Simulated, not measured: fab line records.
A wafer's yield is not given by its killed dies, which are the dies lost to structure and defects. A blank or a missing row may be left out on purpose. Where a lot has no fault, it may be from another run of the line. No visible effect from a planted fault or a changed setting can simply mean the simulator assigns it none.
Matching of chambers :: flow sky130 :: SKY_VIA1_CMP_24 on cmp-02: 4 sister chambers
The step polishes, stops on SiO2, t overpolish 15 s, target thk 0 nm. 8 wafers are shown with their chamber, then 7 later ones without.

WAFERS WITH THEIR CHAMBER
wafer: L555.4
chamber: 0
motor-current-A (A): 9.6
time-to-endpoint-s (s): 61

wafer: L555.6
chamber: 2
motor-current-A (A): 12.0
time-to-endpoint-s (s): 67

wafer: L556.5
chamber: 0
motor-current-A (A): 9.7
time-to-endpoint-s (s): 56

wafer: L556.6
chamber: 3
motor-current-A (A): 11.3
time-to-endpoint-s (s): 64

wafer: L559.1
chamber: 2
motor-current-A (A): 11.5
time-to-endpoint-s (s): 63

wafer: L559.2
chamber: 3
motor-current-A (A): 10.9
time-to-endpoint-s (s): 65

wafer: L561.4
chamber: 1
motor-current-A (A): 10.4
time-to-endpoint-s (s): 60

wafer: L561.5
chamber: 1
motor-current-A (A): 10.4
time-to-endpoint-s (s): 58

WAFERS WITHOUT THEIR CHAMBER
wafer: L561.6
motor-current-A (A): 11.6
time-to-endpoint-s (s): 67

wafer: L568.3
motor-current-A (A): 11.9
time-to-endpoint-s (s): 69

wafer: L568.4
motor-current-A (A): 9.4
time-to-endpoint-s (s): 67

wafer: L568.6
motor-current-A (A): 11.6
time-to-endpoint-s (s): 67

wafer: L569.2
motor-current-A (A): 10.9
time-to-endpoint-s (s): 67

wafer: L569.4
motor-current-A (A): 11.3
time-to-endpoint-s (s): 73

wafer: L569.5
motor-current-A (A): 11.4
time-to-endpoint-s (s): 67

EACH ONE'S CHAMBER
wafer: L561.6
from the rows above: can't be placed: 2 or 3
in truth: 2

wafer: L568.3
from the rows above: 2
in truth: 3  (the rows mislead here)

wafer: L568.4
from the rows above: can't be placed: 0 or 1
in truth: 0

wafer: L568.6
from the rows above: can't be placed: 2 or 3
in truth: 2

wafer: L569.2
from the rows above: 3
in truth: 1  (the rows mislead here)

wafer: L569.4
from the rows above: can't be placed: 3 or 2
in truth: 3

wafer: L569.5
from the rows above: can't be placed: 3 or 2
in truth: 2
Correct placement for 0 of the 7. Cannot be placed on the basis of these rows: 5; the candidates contain the true chamber in 5. Placed wrongly: 2.
How it was worked out, from the rows above alone: a wafer's distance from a chamber is the root of the sum, over the readings, of the square of ((its reading less the chamber's mean) divided by the reading's scatter). The wafer belongs to the nearest chamber; if the next one is less than 2 further off, it can't be placed. The mean given for a chamber averages the wafers shown for that chamber. How the scatter is found: for the shown wafers, subtract from each reading the mean of its chamber, square and add these, divide the total by (wafers less chambers), then take the root.
